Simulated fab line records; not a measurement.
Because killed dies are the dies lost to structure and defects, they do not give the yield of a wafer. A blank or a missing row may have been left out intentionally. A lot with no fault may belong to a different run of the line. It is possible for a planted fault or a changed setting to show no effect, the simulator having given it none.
A single fault, viewed from 2 desks | flow sky130 | what lay behind the numbers comes last; until then each desk has only its own

AT THE METROLOGY DESK
What the gauges read for every lot (on any tool): the sampled wafers with a number, averaged. Marked OUT: a lot whose mean sits more than 4 standard deviations from the usual mean, which makes it out of limits; the brackets give that distance.
Columns: A = CAPM_CVD_00_THK at SKY_CAPM_THK_MEAS_01, usual 15.50 nm; B = CAPM_TIN_RS at SKY_CAPM_RS_MEAS_03, usual 6.91 ohm/sq; C = CAPM_TIN_THK at SKY_CAPM_THK_MEAS_04, usual 198.9 nm; D = CAPM_OVL at SKY_CAPM_OVL_MEAS_12, usual 0.4 nm
lot  | first seen here | A     | B               | C                | D
L972 | day 38 01:45    | 15.56 | 6.79            | 202.1            | -1.8
L975 | day 38 20:22    | 15.50 | 6.95            | 198.5            | -2.4
L981 | day 39 01:15    | 15.28 | 5.51 (-14) OUT  | 249.0 (+17) OUT  | -0.6
L979 | day 39 02:46    | 15.37 | 6.22 (-7.0) OUT | 221.3 (+7.7) OUT | -0.8
L982 | day 39 03:55    | 15.27 | 6.17 (-7.6) OUT | 225.1 (+9.0) OUT | 2.0
L987 | day 44 18:19    | 15.81 | 6.91            | 199.1            | 1.1
L989 | day 44 22:56    | 15.39 | 6.90            | 198.7            | 0.7
L988 | day 44 23:53    | 15.55 | 6.89            | 198.9            | 0.4
L993 | day 45 01:27    | 15.78 | 7.00            | 195.3            | -0.8
L994 | day 45 04:51    | 15.43 | 6.91            | 198.3            | -1.0
This desk's result: L979, L981, L982 out of limits, first on L981 (CAPM_TIN_RS at SKY_CAPM_RS_MEAS_03), day 39 01:26. L972, L975, L987, L989, L988, L993, L994 stayed within limits.

THE TOOL OWNER'S DESK: pvdSputter-04
The tool's own readings at SKY_CAPM_SPUTTER_02 (material TiN, target thk 200 nm, time 166.7 s): means of the sampled wafers that have a number, for each lot that ran on this tool. Marked OUT: a lot whose mean sits more than 4 standard deviations from the usual mean, which makes it out of limits; the brackets give that distance.
Columns: A = chamberPressurePa at SKY_CAPM_SPUTTER_02, usual 0.3999 Pa; B = substrateTempC at SKY_CAPM_SPUTTER_02, usual 300.01 C; C = throttleValvePct at SKY_CAPM_SPUTTER_02, usual 29.8 %
lot  | first seen here | A      | B      | C
L972 | day 38 01:49    | 0.3996 | 299.73 | 29.4
L981 | day 39 01:18    | 0.4004 | 300.02 | 29.2
L979 | day 39 02:49    | 0.4004 | 300.08 | 29.4
L982 | day 39 03:58    | 0.3998 | 299.78 | 29.4
L988 | day 44 23:57    | 0.3990 | 300.10 | 30.6
This desk's finding: nothing out of limits on any of the 5 lots.

BROUGHT TOGETHER
The metrology desk could have raised an alarm at day 39 01:26, on L979, L981, L982.
The tool owner's desk saw nothing out of limits.
The tool owner's desk has L979, L981, L982 on record, within its limits.
All the named lots went through SKY_CAPM_SPUTTER_02 on pvdSputter-04.

WHAT HAD BEEN PUT IN BY THE SIMULATOR
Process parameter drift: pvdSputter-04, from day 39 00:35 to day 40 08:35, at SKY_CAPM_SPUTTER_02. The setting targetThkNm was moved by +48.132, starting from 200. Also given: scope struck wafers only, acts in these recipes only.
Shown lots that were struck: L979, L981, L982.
Hours from the fault's start to each desk's first reading out of limits: the metrology desk, 1.
